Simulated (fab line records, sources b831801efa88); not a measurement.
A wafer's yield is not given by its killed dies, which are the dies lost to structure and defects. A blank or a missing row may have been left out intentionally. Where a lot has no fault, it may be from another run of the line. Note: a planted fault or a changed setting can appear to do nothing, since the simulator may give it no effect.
Struck lot and sound lot, side by side || flow sky130 || 15 steps out of a route of 708
Sound: the wafers L623.4, L623.5, L623.6. Wafers L636.1, L636.3, L636.4 were the ones struck. The cause is named last.
Each step with rows lists, per side, the tool, then ch with its chambers, then its first start. Under that, the readings that differ: sound wafers || struck wafers || difference of the means || sigmas: that difference in standard deviations of wafers without a fault.
alike: readings with means less than 2 such deviations apart, plus words and numbers identical on both sides. not compared: withheld readings, readings lacking a value on some wafer, bounds such as >300 that could conceal the same value, and numbers that have no deviation in the record and whose values overlap.
Wherever a step has rows on one side only, a row that says differs or no value, or a row with sigmas, the two part there. When numbers do not overlap yet have no deviation, they are printed without sigmas and do not part them. A reading missing from all wafers of one side parts the sides only when that side holds two or more wafers.

SKY_RES_XHIGH_TW_MEAS_09:
  sound on filmMetro-02 at day 30 01:21; struck on filmMetro-04 at day 33 22:07
{"reading": "RES_XHIGH_TW", "sound": "1651 1639 1641", "struck": "1606 1602 1604", "difference": -40, "sigmas": -3}
then, 7 steps without rows for these wafers: SKY_SD_N_DEHYDRATE_00 (time 60 s); SKY_SD_N_HMDS_01 (prime time 60 s); SKY_SD_N_COAT_02 (resist thk 1140 nm); SKY_SD_N_SOFTBAKE_03 (time 60 s); SKY_SD_N_EXPOSE_04 (exposes mask NSDM, target cd 380 nm); SKY_SD_N_PEB_05; SKY_SD_N_DEVELOP_06 (develop time 60 s).
SKY_SD_N_CD_MEAS_07: the cd target is 380 nm.
  sound on cdSem-02 at day 31 05:32; struck on cdSem-01 at day 34 23:31
  alike: cdNm
SKY_SD_N_OVL_MEAS_08:
  sound on overlay-02 at day 31 05:36; struck on overlay-02 at day 34 23:38
  alike: SD_N_OVL
then, 2 steps without rows for these wafers: SKY_SD_N_IMPLANT_09; SKY_SD_N_IMPLANT_10.
SKY_SD_N_STRIP_11: strips in O2/N2.
  sound on plasmaAsher-04 ch 0,1, day 31 05:58; struck on plasmaAsher-03 ch 0,1, day 34 23:59
{"reading": "drypumpMotorCurrentA (A)", "sound": "5.5 5.5 5.4", "struck": "6.6 6.6 6.3", "difference": "+1.0", "sigmas": "+3"}
{"reading": "o2FlowSccm (sccm)", "sound": "3002 2995 3000", "struck": "2407 2395 2396", "difference": -600, "sigmas": -66}
{"reading": "stripTimeToEndpointS (s)", "sound": "22.51 22.50 22.50", "struck": "22.81 22.81 22.85", "difference": "+0.32", "sigmas": "+7"}
  alike: chamberPressureMTorr, oesProductAu
  not compared: rfHoursCounterH
SKY_SD_N_TW_MEAS_12:
  sound on filmMetro-02 at day 31 06:03; struck on filmMetro-02 at day 35 00:05
  alike: SD_N_TW
-- here the record skips 16 days between the struck wafers' starts before and after, leaving off in module SD_N and picking up in module PAD_OPEN (first step shown: number 708 of the route) --
SKY_PAD_OPEN_PROBE_99:
  only the struck wafers here have rows in the record (prober-01, day 50 15:29); the sound ones have none

== WHERE THEY PART ==
First at SKY_RES_XHIGH_TW_MEAS_09; last, within this record, at SKY_PAD_OPEN_PROBE_99.

WHY: the cause the simulator had injected
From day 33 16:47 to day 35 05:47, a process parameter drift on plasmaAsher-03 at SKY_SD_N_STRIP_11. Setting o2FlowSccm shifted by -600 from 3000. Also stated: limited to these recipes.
